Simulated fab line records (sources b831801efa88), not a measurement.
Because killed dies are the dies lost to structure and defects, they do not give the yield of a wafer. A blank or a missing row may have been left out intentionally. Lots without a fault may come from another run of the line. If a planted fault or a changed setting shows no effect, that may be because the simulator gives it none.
Which of the tools did it? ; flow sky130 ; 10 lots, 29 wafers sampled, at 6 steps of a route of 708

## WHAT THE GAUGES SHOWED, per wafer
SKY_LI_CONTACT_CD_MEAS_12: the cd target is 170 nm. Usual: cd_nm reads 170.1 nm (standard deviation 1.3).
lot;measured;on;cd_nm (nm);flag
L675;day 31 05:08;cd_sem-01;168.4 168.5 168.4;
L677;day 31 09:40;cd_sem-02;170.0 168.9 170.0;
L678;day 31 16:08;cd_sem-01;169.0 170.0 169.4;
L680;day 32 04:02;cd_sem-01;170.3 170.3 170.8;
L685;day 33 23:13;cd_sem-01;170.2 169.8 171.6;
L686;day 34 08:49;cd_sem-02;170.1 170.0;
L689;day 35 01:14;cd_sem-01;169.2 170.1 169.8;
L692;day 36 07:39;cd_sem-01;169.4 170.9 170.0;
L693;day 36 10:26;cd_sem-02;171.5 171.3 172.0;
L695;day 36 21:05;cd_sem-01;170.4 169.2 170.8;

SKY_LOCAL_INTERCONNECT_RS_MEAS_01: uses a four-point probe to measure. Usual: LOCAL_INTERCONNECT_TIN_RS 14.17 ohm/sq, standard deviation 0.19.
lot;measured;on;LOCAL_INTERCONNECT_TIN_RS (ohm/sq);flag
L675;day 31 06:31;film_metro-04;14.00 14.04 14.05;
L677;day 31 11:04;film_metro-03;14.12 14.33 14.15;
L678;day 31 17:31;film_metro-03;14.29 14.24 14.14;
L680;day 32 05:35;film_metro-03;14.46 13.99 14.28;
L685;day 34 00:38;film_metro-04;11.02 14.26 13.99;OFF
L686;day 34 10:13;film_metro-02;10.93 14.11;OFF
L689;day 35 02:38;film_metro-03;14.46 14.45 14.39;
L692;day 36 09:02;film_metro-04;14.10 13.96 14.11;
L693;day 36 11:49;film_metro-03;14.10 14.14 14.19;
L695;day 36 22:41;film_metro-03;14.44 13.98 14.16;

SKY_LOCAL_INTERCONNECT_THK_MEAS_02: measures by xrf. Usual: LOCAL_INTERCONNECT_TIN_THK 97.9 nm, standard deviation 1.3.
lot;measured;on;LOCAL_INTERCONNECT_TIN_THK (nm);flag
L675;day 31 06:38;film_metro-04;99.2 98.7 98.7;
L677;day 31 11:10;film_metro-03;98.3 96.8 98.0;
L678;day 31 17:38;film_metro-03;97.3 97.7 98.1;
L680;day 32 05:42;film_metro-03;96.2 98.9 97.8;
L685;day 34 00:45;film_metro-04;125.4 97.5 99.8;OFF
L686;day 34 10:20;film_metro-02;125.3 98.3;OFF
L689;day 35 02:44;film_metro-03;96.5 97.0 97.7;
L692;day 36 09:08;film_metro-04;98.5 99.6 99.1;
L693;day 36 11:55;film_metro-03;98.7 99.1 97.8;
L695;day 36 22:48;film_metro-03;96.4 99.6 97.8;

## TOOL THAT RAN EACH LOT (tool first, then ch and the chambers of the sampled wafers, then the start)
lot;SKY_LDD_HVP_STRIP_09;SKY_LDD_LDN_STRIP_12;SKY_LOCAL_INTERCONNECT_SPUTTER_00
L675;plasma_asher-04 ch 0,1, day 23 17:33;plasma_asher-01 ch 1, day 25 00:18;pvd_sputter-03, day 31 06:28
L677;plasma_asher-04 ch 0,1, day 23 22:01;plasma_asher-01 ch 0,1, day 25 04:44;pvd_sputter-02, day 31 10:59
L678;plasma_asher-02 ch 0,1, day 24 03:30;plasma_asher-03 ch 1, day 25 10:50;pvd_sputter-01, day 31 17:28
L680;plasma_asher-03 ch 0,1, day 24 16:46;plasma_asher-01 ch 0,1, day 25 23:32;pvd_sputter-01, day 32 05:30
L685;plasma_asher-02 ch 0,1, day 26 16:37;plasma_asher-04 ch 0,1, day 27 22:44;pvd_sputter-03, day 34 00:34
L686;plasma_asher-02 ch 0,1, day 27 02:04;plasma_asher-01 ch 0,1, day 28 08:03;pvd_sputter-03, day 34 10:09
L689;plasma_asher-04 ch 0,1, day 27 21:51;plasma_asher-01 ch 0,1, day 29 03:12;pvd_sputter-01, day 35 02:33
L692;plasma_asher-03 ch 0,1, day 29 05:04;plasma_asher-04 ch 0,1, day 30 09:46;pvd_sputter-02, day 36 08:55
L693;plasma_asher-03 ch 0,1, day 29 11:17;plasma_asher-03 ch 0,1, day 30 16:22;pvd_sputter-01, day 36 11:43
L695;plasma_asher-04 ch 0,1, day 29 20:13;plasma_asher-04 ch 0,1, day 31 01:06;pvd_sputter-01, day 36 22:37
- SKY_LDD_HVP_STRIP_09: strips in O2/N2.
- SKY_LDD_LDN_STRIP_12: strips in O2/N2.
- SKY_LOCAL_INTERCONNECT_SPUTTER_00: material TiN, target thk 100 nm, time 83.3 s.

## AS READ BY THE TOOLS THEMSELVES (means over the sampled wafers that have a number; for cases with no such wafer, the mark the record gives instead)
SKY_LDD_HVP_STRIP_09. Usual: drypump_motor_current_A 5.8 A, standard deviation 0.46; oes_product_au 0.408 a.u., standard deviation 0.005; strip_time_to_endpoint_s 4.130 s, standard deviation 0.015.
lot;tool;drypump_motor_current_A (A);oes_product_au (a.u.);strip_time_to_endpoint_s (s);flag
L675;plasma_asher-04;6.2;0.408;4.118;
L677;plasma_asher-04;6.2;0.410;4.099;
L678;plasma_asher-02;5.4;0.407;4.118;
L680;plasma_asher-03;5.6;0.410;4.132;
L685;plasma_asher-02;5.3;0.402;4.141;
L686;plasma_asher-02;5.3;0.410;4.141;
L689;plasma_asher-04;6.3;0.410;4.141;
L692;plasma_asher-03;5.6;0.410;4.140;
L693;plasma_asher-03;5.9;0.410;4.140;
L695;plasma_asher-04;6.2;0.412;4.138;

SKY_LDD_LDN_STRIP_12. Usual: drypump_motor_current_A 5.7 A, standard deviation 0.5; oes_product_au 0.716 a.u., standard deviation 0.004; strip_time_to_endpoint_s 14.17 s, standard deviation 0.038.
lot;tool;drypump_motor_current_A (A);oes_product_au (a.u.);strip_time_to_endpoint_s (s);flag
L675;plasma_asher-01;5.9;0.715;14.16;
L677;plasma_asher-01;5.6;0.716;14.17;
L678;plasma_asher-03;6.1;0.718;14.19;
L680;plasma_asher-01;5.6;0.717;14.20;
L685;plasma_asher-04;6.2;0.715;14.25;
L686;plasma_asher-01;5.4;0.717;14.16;
L689;plasma_asher-01;5.3;0.723;14.19;
L692;plasma_asher-04;6.2;0.713;14.14;
L693;plasma_asher-03;5.9;0.715;14.13;
L695;plasma_asher-04;6.2;0.712;14.16;

SKY_LOCAL_INTERCONNECT_SPUTTER_00. Usual: chamber_pressure_pa 0.4000 Pa, standard deviation 0.00077; substrate_temp_c 300.04 C, standard deviation 0.18; susceptor_temp_C 300.01 C, standard deviation 0.17; throttle_valve_pct 30.4 %, standard deviation 1.2.
lot;tool;chamber_pressure_pa (Pa);substrate_temp_c (C);susceptor_temp_C (C);throttle_valve_pct (%);flag
L675;pvd_sputter-03;0.3996;299.87;300.12;29.0;
L677;pvd_sputter-02;0.3993;300.25;299.96;29.8;
L678;pvd_sputter-01;0.3998;300.10;300.12;31.6;
L680;pvd_sputter-01;0.3993;300.06;300.07;31.4;
L685;pvd_sputter-03;0.4001;300.04;300.09;30.1;
L686;pvd_sputter-03;0.4006;299.88;300.01;28.6;
L689;pvd_sputter-01;0.4006;299.92;300.01;31.6;
L692;pvd_sputter-02;0.4003;299.94;300.09;30.2;
L693;pvd_sputter-01;0.4010;300.07;299.94;31.7;
L695;pvd_sputter-01;0.4005;300.04;299.91;31.5;

## THE ANSWER, worked out from the rows above alone
Rule: take the mean of a lot's wafers that have a number; if it is more than 3 standard deviations from the usual mean, the lot is off. A lot without any number at a reading at which 4 lots or more have one is off too. The other lots that the step has rows for count as sound. Order of review: gauges by route order, followed by the tools' own readings, for which a lot's mean as printed above is used. At the first step where some lot is off, the reading lying furthest off is the one used; lots without a number count as furthest.
Off: at SKY_LOCAL_INTERCONNECT_RS_MEAS_01 (LOCAL_INTERCONNECT_TIN_RS), L685, L686.
A tool fits if, at a process step before that reading, it ran every lot that is off, and no sound lot after the first of them. Those tools and the gauges at SKY_LOCAL_INTERCONNECT_RS_MEAS_01 are tried in the same way. This does not decide it: 2 tools fit, namely plasma_asher-02 at SKY_LDD_HVP_STRIP_09 and pvd_sputter-03 at SKY_LOCAL_INTERCONNECT_SPUTTER_00.

## WHAT THE SIMULATOR HAD INSERTED
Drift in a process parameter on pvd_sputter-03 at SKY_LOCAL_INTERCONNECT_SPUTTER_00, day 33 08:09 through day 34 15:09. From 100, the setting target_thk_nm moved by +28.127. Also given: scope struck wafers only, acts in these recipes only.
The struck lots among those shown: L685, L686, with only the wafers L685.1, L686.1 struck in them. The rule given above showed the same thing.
